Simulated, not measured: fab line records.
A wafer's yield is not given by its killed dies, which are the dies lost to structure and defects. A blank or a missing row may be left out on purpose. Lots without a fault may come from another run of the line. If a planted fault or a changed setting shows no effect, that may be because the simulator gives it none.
What tool caused it? | flow sky130 | 12 lots with 36 wafers sampled at 5 steps, on a route of 708 steps

## WHAT THE GAUGES SHOWED, per wafer
The record lacks any reading of a measuring or inspecting step that a usual standard deviation could be used to judge.

## WHAT TOOL EACH LOT RAN ON (gives the tool, then ch and the chambers of the sampled wafers, and finally the start)
lot  | SKY_POLY_GATE_CVD_00        | SKY_VIA4_SPUTTER_17          | SKY_METAL5_STRIP_16                  | SKY_PASSIVATION_STRIP_12             | SKY_PAD_OPEN_PROBE_99
L766 | lpcvd-01 ch 0, day 14 00:04 | pvd_sputter-02, day 42 20:44 | plasma_asher-03 ch 0,1, day 43 21:04 | plasma_asher-02 ch 0,1, day 44 19:36 | -
L767 | lpcvd-01 ch 1, day 14 13:10 | pvd_sputter-01, day 43 01:35 | plasma_asher-01 ch 0,1, day 44 01:34 | plasma_asher-02 ch 0,1, day 45 00:15 | -
L769 | lpcvd-01 ch 1, day 15 14:28 | pvd_sputter-01, day 43 20:52 | plasma_asher-01 ch 0,1, day 44 19:20 | plasma_asher-04 ch 0,1, day 45 18:14 | -
L768 | lpcvd-01 ch 1, day 15 17:30 | pvd_sputter-03, day 44 04:56 | plasma_asher-02 ch 0,1, day 45 03:48 | plasma_asher-03 ch 0,1, day 46 02:20 | -
L770 | lpcvd-01 ch 1, day 16 03:18 | pvd_sputter-01, day 44 08:02 | plasma_asher-02 ch 0,1, day 45 07:31 | plasma_asher-02 ch 0,1, day 46 06:55 | -
L773 | lpcvd-01 ch 0, day 17 02:56 | pvd_sputter-03, day 45 01:30 | plasma_asher-03 ch 0,1, day 46 00:13 | plasma_asher-04 ch 0,1, day 46 22:01 | -
L775 | lpcvd-01 ch 1, day 17 20:26 | pvd_sputter-01, day 45 21:08 | plasma_asher-01 ch 0,1, day 46 17:54 | plasma_asher-02 ch 0,1, day 47 14:38 | prober-01, day 48 11:34
L776 | lpcvd-01 ch 0, day 18 05:22 | pvd_sputter-01, day 46 04:21 | plasma_asher-01 ch 0,1, day 47 01:24 | plasma_asher-04 ch 0,1, day 47 21:56 | -
L777 | lpcvd-01 ch 0, day 18 12:05 | pvd_sputter-01, day 46 12:35 | plasma_asher-02 ch 0,1, day 47 10:03 | plasma_asher-03 ch 1, day 48 05:52   | -
L781 | lpcvd-01 ch 1, day 20 02:05 | pvd_sputter-02, day 47 10:49 | plasma_asher-01 ch 0,1, day 48 07:16 | plasma_asher-04 ch 0,1, day 49 02:50 | prober-01, day 49 23:07
L782 | lpcvd-01 ch 1, day 20 11:25 | pvd_sputter-03, day 47 14:33 | plasma_asher-03 ch 0,1, day 48 10:49 | plasma_asher-04 ch 1, day 49 06:10   | prober-02, day 50 01:59
L783 | lpcvd-01 ch 0, day 20 19:56 | pvd_sputter-01, day 47 17:44 | plasma_asher-02 ch 0,1, day 48 13:09 | plasma_asher-03 ch 0, day 49 08:17   | prober-01, day 50 04:09
- SKY_POLY_GATE_CVD_00: deposits poly-Si, target thk 180 nm, time 720 s.
- SKY_VIA4_SPUTTER_17: material TiN, target thk 20 nm, time 80 s.
- SKY_METAL5_STRIP_16: strips in O2/N2.
- SKY_PASSIVATION_STRIP_12: strips in O2/N2.
- SKY_PAD_OPEN_PROBE_99

## WHAT THE TOOLS THEMSELVES READ (means of the sampled wafers that have a number; where no wafer has one, the mark that the record gives instead)
SKY_POLY_GATE_CVD_00.
lot  | tool     | spike_tc_centre_C (C) | spike_tc_upper_C (C) | zone_power_lower_pct (%)
L766 | lpcvd-01 | 620.3                 | 619.1                | 9.3
L767 | lpcvd-01 | 618.7                 | 620.7                | 8.5
L769 | lpcvd-01 | 618.4                 | 621.2                | 8.5
L768 | lpcvd-01 | 617.8                 | 620.3                | 8.5
L770 | lpcvd-01 | 618.8                 | 620.9                | 8.6
L773 | lpcvd-01 | 621.1                 | 620.3                | 9.2
L775 | lpcvd-01 | 618.5                 | 621.1                | 8.5
L776 | lpcvd-01 | 620.9                 | 618.5                | 9.2
L777 | lpcvd-01 | 620.2                 | 619.2                | 9.2
L781 | lpcvd-01 | 619.2                 | 620.3                | 8.6
L782 | lpcvd-01 | 619.0                 | 620.7                | 8.5
L783 | lpcvd-01 | 620.9                 | 619.9                | 9.3

SKY_VIA4_SPUTTER_17.
lot  | tool           | throttle_valve_pct (%)
L766 | pvd_sputter-02 | 30.3
L767 | pvd_sputter-01 | 29.8
L769 | pvd_sputter-01 | 29.7
L768 | pvd_sputter-03 | 29.4
L770 | pvd_sputter-01 | 30.6
L773 | pvd_sputter-03 | 29.1
L775 | pvd_sputter-01 | 30.4
L776 | pvd_sputter-01 | 29.5
L777 | pvd_sputter-01 | 29.7
L781 | pvd_sputter-02 | 30.4
L782 | pvd_sputter-03 | 30.6
L783 | pvd_sputter-01 | 29.8

SKY_METAL5_STRIP_16.
lot  | tool            | drypump_motor_current_A (A) | oes_product_au (a.u.) | strip_time_to_endpoint_s (s)
L766 | plasma_asher-03 | 6.2                         | 0.710                 | 13.04
L767 | plasma_asher-01 | 5.4                         | 0.712                 | 12.94
L769 | plasma_asher-01 | 5.4                         | 0.711                 | 13.00
L768 | plasma_asher-02 | 6.0                         | 0.711                 | 13.32
L770 | plasma_asher-02 | 6.0                         | 0.708                 | 12.98
L773 | plasma_asher-03 | 6.2                         | 0.712                 | 13.26
L775 | plasma_asher-01 | 5.6                         | 0.711                 | 12.99
L776 | plasma_asher-01 | 5.6                         | 0.714                 | 13.35
L777 | plasma_asher-02 | 5.9                         | 0.709                 | 13.04
L781 | plasma_asher-01 | 5.4                         | 0.705                 | 13.27
L782 | plasma_asher-03 | 6.2                         | 0.711                 | 13.08
L783 | plasma_asher-02 | 6.0                         | 0.707                 | 13.14

SKY_PASSIVATION_STRIP_12.
lot  | tool            | drypump_motor_current_A (A) | oes_product_au (a.u.) | strip_time_to_endpoint_s (s)
L766 | plasma_asher-02 | 5.9                         | 0.659                 | 31.59
L767 | plasma_asher-02 | 6.0                         | 0.659                 | 31.49
L769 | plasma_asher-04 | 5.1                         | 0.660                 | 31.61
L768 | plasma_asher-03 | 6.2                         | 0.662                 | 31.71
L770 | plasma_asher-02 | 5.9                         | 0.661                 | 31.77
L773 | plasma_asher-04 | 5.4                         | 0.655                 | 31.36
L775 | plasma_asher-02 | 5.9                         | 0.661                 | 31.48
L776 | plasma_asher-04 | 5.1                         | 0.661                 | 31.31
L777 | plasma_asher-03 | 6.2                         | 0.665                 | 31.57
L781 | plasma_asher-04 | 5.4                         | 0.660                 | 31.53
L782 | plasma_asher-04 | 4.9                         | 0.659                 | 31.39
L783 | plasma_asher-03 | 6.2                         | 0.657                 | 31.52

SKY_PAD_OPEN_PROBE_99.
lot  | tool      | killed_at_M0_to_M3 | killed_at_M4_up | killed_at_contacts | killed_at_front_end | killed_at_other | killed_dies | killed_on_rim | killed_open | killed_short
L775 | prober-01 | 41                 | 3.7             | 26                 | 12                  | 0.0             | 83          | 16            | 47          | 36
L781 | prober-01 | 31                 | 2.7             | 18                 | 75                  | 0.3             | 127         | 15            | 34          | 30
L782 | prober-02 | 43                 | 2.7             | 14                 | 71                  | 0.0             | 131         | 17            | 41          | 31
L783 | prober-01 | 35                 | 2.0             | 22                 | 74                  | 0.3             | 132         | 24            | 38          | 34

## THE ANSWER, worked out from the rows above alone
Rule: usual is defined by the lots themselves. The widest of any qualifying gaps counts: lots, ordered by their means at a reading, are off when they make up no more than a third of the lots, leave a main group of 4 or more, and stand apart from it by 3 or more times the standard deviation of that group's means. Not used: any main group whose means are identical at the precision the tables above print for the reading. Also off: a lot with no number at a reading for which 4 or more lots have one. Where the step has rows for the other lots, those lots are counted as sound. First the gauges in route order, then the tools' own readings, where a lot's mean is used as printed above. The first step at which some lot is off is used, and at that step the reading that is off furthest; a lot without a number counts as furthest.
Nothing can be told from this: no lot is off at any reading shown.

## WHAT HAD BEEN PUT IN BY THE SIMULATOR
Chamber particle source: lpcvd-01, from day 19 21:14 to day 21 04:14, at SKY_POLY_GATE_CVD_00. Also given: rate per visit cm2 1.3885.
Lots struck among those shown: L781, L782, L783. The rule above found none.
